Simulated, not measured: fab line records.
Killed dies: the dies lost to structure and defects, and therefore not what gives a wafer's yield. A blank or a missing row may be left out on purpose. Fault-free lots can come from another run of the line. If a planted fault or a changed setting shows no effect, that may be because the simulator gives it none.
Struck lot and sound lot, side by side || flow sky130 || 23 out of 708 route steps
Sound: wafers L210.1, L210.3, L210.4. The struck wafers were L214.3, L214.4, L214.6. The cause is named last.
For every step that has rows: the tool of each side, followed by ch and its chambers, followed by its first start. Under that, the readings that differ: sound wafers || struck wafers || difference of the means || sigmas: that difference in standard deviations of wafers without a fault.
alike: readings with means less than 2 such deviations apart, plus words and numbers identical on both sides. not compared: withheld readings, readings lacking a value on some wafer, bounds such as >300 that could conceal the same value, and numbers that have no deviation in the record and whose values overlap.
The two part at a step that has a row with sigmas, a row that says differs or no value, or rows on one side only. When numbers do not overlap yet have no deviation, they are printed without sigmas and do not part them. A reading missing from all wafers of one side parts the sides only when that side holds two or more wafers.

first, 1 step without rows for these wafers: SKY_SONOS_TUNNEL_STRIP_11 (strips in SPM, time 600 s).
SKY_SONOS_TUNNEL_TW_MEAS_12:
  struck on film-metro-03, day 13 07:05; sound on film-metro-04, day 11 23:40
{"reading": "SONOS_TUNNEL_TW", "sound": "194.2 194.3 193.3", "struck": "200.7 200.8 199.6", "difference": "+6.4", "sigmas": "+3"}
then, 2 steps without rows for these wafers: SKY_SONOS_TUNNEL_CLEAN_13 (cleans in dHF, time 20 s); SKY_SONOS_ONO_OXIDATION_00 (stabilise 600 s, purge 300 s, target thk 2.6 nm).
SKY_SONOS_ONO_THK_MEAS_01:
  struck on film-metro-04, day 13 09:47; sound on film-metro-04, day 12 02:22
  alike: SONOS_ONO_OXIDATION_THK
then, 1 step without rows for these wafers: SKY_SONOS_ONO_CVD_02 (deposits Si3N4 from DCS/NH3, target thk 10.5 nm, time 180 s).
SKY_SONOS_ONO_THK_MEAS_03:
  struck on film-metro-03, day 13 12:13; sound on film-metro-03, day 12 05:40
  alike: SONOS_ONO_CVD_02_THK
then, 1 step without rows for these wafers: SKY_SONOS_ONO_CVD_04 (deposits SiO2 from SiH4/N2O, target thk 5.7199 nm).
SKY_SONOS_ONO_THK_MEAS_05:
  struck on film-metro-04, day 13 13:32; sound on film-metro-03, day 12 06:59
  alike: SONOS_ONO_CVD_04_THK
then, 3 steps without rows for these wafers: SKY_SONOS_ONO_DEHYDRATE_06 (time 60 s); SKY_SONOS_ONO_HMDS_07 (prime time 60 s); SKY_SONOS_ONO_COAT_08 (resist thk 1140 nm).
SKY_SONOS_ONO_SOFTBAKE_09: time 60 s.
  sound on litho-track-03 ch 0, day 12 18:42; struck on litho-track-01 ch 0, day 14 02:17
{"reading": "heater-power-total-W (W)", "sound": "56.55 56.50 56.64", "struck": "71.72 71.91 71.86", "difference": "+15.27", "sigmas": "+99 or more"}
{"reading": "run-length-s (s)", "sound": "88.81 88.71 88.80", "struck": "57.77 57.53 57.65", "difference": -31.12, "sigmas": "-99 or more"}
then, 2 steps without rows for these wafers: SKY_SONOS_ONO_EXPOSE_10 (exposes mask ONOM, target cd 410 nm); SKY_SONOS_ONO_PEB_11.
SKY_SONOS_ONO_DEVELOP_12: develop time 60 s.
  sound on litho-track-03 ch 0, day 13 07:36; struck on litho-track-03 ch 0, day 14 15:09
{"reading": "model.NOVOLAK_of_SONOS_ONO_COAT_08.thk-nm (nm)", "sound": "1140 1142 1143", "struck": "1161 1158 1157", "difference": "+17", "sigmas": ""}
SKY_SONOS_ONO_CD_MEAS_13: target cd 410 nm.
  struck on cd-sem-02, day 14 15:17; sound on cd-sem-02, day 13 07:45
  alike: cd-nm
SKY_SONOS_ONO_OVL_MEAS_14:
  struck on overlay-02, day 14 15:23; sound on overlay-02, day 13 07:52
  alike: SONOS_ONO_OVL
SKY_SONOS_ONO_ETCH_15: etches the open film in CHF3/O2, target depth 19.52 nm, time 7.8 s.
  sound on rie-diel-04 ch 0,2,3, day 13 07:55; struck on rie-diel-01 ch 0,1, day 14 15:24
{"reading": "model.NOVOLAK_of_SONOS_ONO_COAT_08.thk-nm (nm)", "sound": "1124 1125 1126", "struck": "1145 1141 1141", "difference": "+17", "sigmas": ""}
  alike: O2_flow_sccm, drypump-motor-current-A, oes-product-au, throttle-valve-pct
  not compared: rf-hours-counter-h
then, 1 step without rows for these wafers: SKY_SONOS_ONO_WET_ETCH_16 (etches SiO2 in dHF, target depth 14 nm, time 276 s).
SKY_SONOS_ONO_STRIP_17: strips in O2/N2.
  sound on plasma-asher-02 ch 0,1, day 13 08:01; struck on plasma-asher-02 ch 0,1, day 14 15:33
{"reading": "strip-time-to-endpoint-s (s)", "sound": "14.10 14.11 14.14", "struck": "14.35 14.30 14.29", "difference": "+0.20", "sigmas": "+5"}
  alike: drypump-motor-current-A, oes-product-au
  not compared: rf-hours-counter-h
then, 1 step without rows for these wafers: SKY_SONOS_ONO_WET_ETCH_18 (etches Si3N4 in H3PO4, target depth 15 nm, time 172 s).
-- record jumps: 33 days separate the struck wafers' starts on either side; left off in module SONOS_ONO, taken up again in module PAD_OPEN, whose first shown step is the route's number 708 --
SKY_PAD_OPEN_PROBE_99:
  struck on prober-01, day 47 08:30; sound on prober-01, day 46 11:40
  alike: killed_at_M0_to_M3, killed_at_M4_up, killed-at-contacts, killed-at-front-end, killed-at-other, killed-dies, killed-open, killed-short

== WHERE THEY PART ==
At SKY_SONOS_TUNNEL_TW_MEAS_12 first; at SKY_SONOS_ONO_STRIP_17 last (within this record only). Later steps at which nothing parts them and some readings are alike: SKY_PAD_OPEN_PROBE_99.

WHY: what had been put in by the simulator
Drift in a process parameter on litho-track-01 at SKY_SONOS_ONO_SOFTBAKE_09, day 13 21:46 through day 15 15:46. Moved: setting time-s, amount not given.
